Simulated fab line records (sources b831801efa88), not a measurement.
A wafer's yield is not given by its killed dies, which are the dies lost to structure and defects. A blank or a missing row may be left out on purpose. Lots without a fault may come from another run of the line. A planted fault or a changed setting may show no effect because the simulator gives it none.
Matching of chambers -- flow gf180mcu -- GF_V1_ETCH_16 on rieDiel-03 has 4 sister chambers
The step etches BARC in N2/H2. 7 wafers are shown with their chamber, then 9 later ones without.

WAFERS WITH THEIR CHAMBER
wafer,chamber,drypumpMotorCurrentA (A),throttleValvePct (%)
L078.5,0,5.8,13.241
L079.3,0,5.8,13.234
L079.5,3,5.0,13.211
L082.1,3,5.0,13.227
L085.3,1,5.7,13.238
L085.4,2,6.4,13.216
L085.6,2,6.5,13.201

WAFERS WHOSE CHAMBER IS MISSING
wafer,drypumpMotorCurrentA (A),throttleValvePct (%)
L087.3,6.5,13.223
L087.4,5.0,13.211
L087.6,6.4,13.227
L088.1,5.7,13.238
L088.4,5.0,13.225
L088.5,5.8,13.226
L094.1,5.0,13.232
L094.2,5.8,13.224
L094.5,6.4,13.207

THE CHAMBER EACH PASSED THROUGH
wafer,from the rows above,in truth
L087.3,2,2
L087.4,3,3
L087.6,2,2
L088.1,1,1
L088.4,3,3
L088.5,can't be placed: 0 or 1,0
L094.1,3,3
L094.2,can't be placed: 0 or 1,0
L094.5,2,2
Correctly placed: 7 of 9. Unplaceable from these rows: 2, with the true chamber sitting among the candidates in 2. Placed wrongly: 0.
How it was worked out, from the rows above alone: a wafer's distance from a chamber is the root of the sum, over the readings, of the square of ((its reading less the chamber's mean) divided by the reading's scatter). If the next closest chamber is less than 2 further off than the closest, the wafer can't be placed; otherwise it belongs to the closest. The mean given for a chamber averages the wafers shown for that chamber. The scatter is the square root of a quotient: the sum, over the shown wafers, of each reading's squared deviation from its chamber's mean, divided by wafers minus chambers.
